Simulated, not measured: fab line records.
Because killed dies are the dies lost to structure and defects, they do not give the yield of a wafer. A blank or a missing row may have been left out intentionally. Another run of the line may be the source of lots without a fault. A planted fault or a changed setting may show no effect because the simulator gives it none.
Which of the tools did it?    flow sky130    13 lots with 39 wafers sampled at 4 steps, on a route of 708 steps

WHAT EACH GAUGE READ, for each wafer
The record lacks any reading of a measuring or inspecting step that a usual standard deviation could be used to judge.

EACH LOT AND THE TOOL THAT RAN IT (in order: tool; ch and the chambers of the sampled wafers; start)
lot   SKY_LDD_LDN_IMPLANT_09           SKY_VIA1_CVD_21               SKY_METAL2_SPUTTER_00        SKY_METAL2_SPUTTER_02
L561  implanter-03 ch 0, day 23 06:35  cvdW-01 ch 0,1, day 34 07:19  pvdSputter-03, day 34 07:52  pvdSputter-03, day 34 07:55
L567  implanter-01 ch 0, day 24 23:01  cvdW-01 ch 0,1, day 35 15:22  pvdSputter-03, day 35 15:55  pvdSputter-03, day 35 15:57
L568  implanter-01 ch 0, day 25 10:09  cvdW-01 ch 0,1, day 35 22:11  pvdSputter-03, day 35 22:46  pvdSputter-03, day 35 22:48
L573  implanter-02 ch 0, day 26 21:59  cvdW-01 ch 1, day 37 13:07    pvdSputter-03, day 37 13:41  pvdSputter-03, day 37 13:44
L575  implanter-02 ch 0, day 28 03:00  cvdW-02 ch 0,1, day 38 14:30  pvdSputter-01, day 38 15:04  pvdSputter-01, day 38 15:07
L576  implanter-03 ch 0, day 28 04:02  cvdW-01 ch 0,1, day 38 19:20  pvdSputter-01, day 38 19:55  pvdSputter-01, day 38 19:58
L577  implanter-03 ch 0, day 29 03:22  cvdW-02 ch 0, day 39 07:56    pvdSputter-01, day 39 08:35  pvdSputter-01, day 39 08:38
L578  implanter-01 ch 0, day 29 07:38  cvdW-01 ch 0,1, day 39 15:29  pvdSputter-03, day 39 16:04  pvdSputter-03, day 39 16:06
L580  implanter-01 ch 0, day 29 12:09  cvdW-01 ch 0,1, day 39 19:25  pvdSputter-02, day 39 20:07  pvdSputter-02, day 39 20:10
L579  implanter-03 ch 0, day 29 13:15  cvdW-02 ch 0,1, day 39 20:02  pvdSputter-03, day 39 20:37  pvdSputter-03, day 39 20:40
L581  implanter-02 ch 0, day 29 13:54  cvdW-01 ch 0,1, day 39 22:37  pvdSputter-02, day 39 23:12  pvdSputter-02, day 39 23:14
L582  implanter-02 ch 0, day 30 22:48  cvdW-02 ch 0,1, day 41 01:37  pvdSputter-03, day 41 02:11  pvdSputter-03, day 41 02:14
L584  implanter-03 ch 0, day 30 23:10  cvdW-01 ch 0, day 41 02:10    pvdSputter-01, day 41 02:45  pvdSputter-01, day 41 02:47
- SKY_LDD_LDN_IMPLANT_09
- SKY_VIA1_CVD_21: deposits W, target thk 270 nm, time 80.902 s.
- SKY_METAL2_SPUTTER_00: material Ti, target thk 15 nm, time 10 s.
- SKY_METAL2_SPUTTER_02: material AlCu, target thk 250 nm, time 12.93 s.

AS READ BY THE TOOLS THEMSELVES (means over the sampled wafers that have a number; for cases with no such wafer, the mark the record gives instead)
SKY_LDD_LDN_IMPLANT_09. Usual: beamEnergyKeV 14.999, standard deviation 0.0045; doseIonsCm2 1.25e+13, standard deviation 1.2e+10.
lot   tool          beamEnergyKeV  doseIonsCm2  flag
L561  implanter-03  14.998         1.25e+13     
L567  implanter-01  13.809         1.25e+13     OFF
L568  implanter-01  13.812         1.25e+13     OFF
L573  implanter-02  14.998         1.25e+13     
L575  implanter-02  14.993         1.25e+13     
L576  implanter-03  14.995         1.25e+13     
L577  implanter-03  14.996         1.25e+13     
L578  implanter-01  15.000         1.25e+13     
L580  implanter-01  15.007         1.25e+13     
L579  implanter-03  14.999         1.25e+13     
L581  implanter-02  14.999         1.25e+13     
L582  implanter-02  15.002         1.25e+13     
L584  implanter-03  14.997         1.25e+13     

SKY_VIA1_CVD_21. Usual: chamberPressureTorr 40.00 Torr, standard deviation 0.094; heaterPowerW 860 W, standard deviation 21.
lot   tool     chamberPressureTorr (Torr)  heaterPowerW (W)  flag
L561  cvdW-01  39.95                       857               
L567  cvdW-01  40.11                       856               
L568  cvdW-01  40.07                       860               
L573  cvdW-01  39.93                       830               
L575  cvdW-02  39.92                       886               
L576  cvdW-01  40.11                       851               
L577  cvdW-02  39.97                       842               
L578  cvdW-01  39.93                       861               
L580  cvdW-01  40.02                       855               
L579  cvdW-02  39.97                       857               
L581  cvdW-01  40.04                       841               
L582  cvdW-02  40.05                       875               
L584  cvdW-01  39.97                       864               

SKY_METAL2_SPUTTER_00. Usual: chamberPressurePa 0.3999 Pa, standard deviation 0.001; throttleValvePct 30.0 %, standard deviation 1.5.
lot   tool           chamberPressurePa (Pa)  throttleValvePct (%)  flag
L561  pvdSputter-03  0.4007                  28.9                  
L567  pvdSputter-03  0.3994                  29.1                  
L568  pvdSputter-03  0.4003                  30.6                  
L573  pvdSputter-03  0.4003                  32.1                  
L575  pvdSputter-01  0.4006                  29.9                  
L576  pvdSputter-01  0.3999                  29.9                  
L577  pvdSputter-01  0.3990                  30.4                  
L578  pvdSputter-03  0.4000                  29.2                  
L580  pvdSputter-02  0.3995                  29.8                  
L579  pvdSputter-03  0.3999                  29.2                  
L581  pvdSputter-02  0.4000                  30.0                  
L582  pvdSputter-03  0.3993                  29.9                  
L584  pvdSputter-01  0.4001                  30.1                  

SKY_METAL2_SPUTTER_02. Usual: chamberPressurePa 0.4000 Pa, standard deviation 0.00079; throttleValvePct 30.0 %, standard deviation 1.5.
lot   tool           chamberPressurePa (Pa)  throttleValvePct (%)  flag
L561  pvdSputter-03  0.4003                  28.9                  
L567  pvdSputter-03  0.3995                  29.0                  
L568  pvdSputter-03  0.3999                  30.7                  
L573  pvdSputter-03  0.4006                  32.1                  
L575  pvdSputter-01  0.4001                  30.0                  
L576  pvdSputter-01  0.3991                  29.6                  
L577  pvdSputter-01  0.3991                  30.4                  
L578  pvdSputter-03  0.4000                  29.1                  
L580  pvdSputter-02  0.4002                  29.8                  
L579  pvdSputter-03  0.3999                  29.0                  
L581  pvdSputter-02  0.4005                  29.7                  
L582  pvdSputter-03  0.3998                  29.9                  
L584  pvdSputter-01  0.4003                  29.9                  

THE ANSWER, worked out from the rows above alone
Rule: a lot is off if the mean of its wafers that have a number lies more than 3 standard deviations from the usual mean. Also off: a lot with no number at a reading for which 4 or more lots have one. All remaining lots with rows at the step are treated as sound. First the gauges in route order, then the tools' own readings, where a lot's mean is used as printed above. At the first step where some lot is off, the reading lying furthest off is the one used; lots without a number count as furthest.
Off, at SKY_LDD_LDN_IMPLANT_09 on beamEnergyKeV: L567, L568.
If a tool, at that step or one of the process steps before it, ran each lot that is off and ran no sound lot following the first of them, it fits. None of those tried fits.

WHAT THE SIMULATOR PUT IN
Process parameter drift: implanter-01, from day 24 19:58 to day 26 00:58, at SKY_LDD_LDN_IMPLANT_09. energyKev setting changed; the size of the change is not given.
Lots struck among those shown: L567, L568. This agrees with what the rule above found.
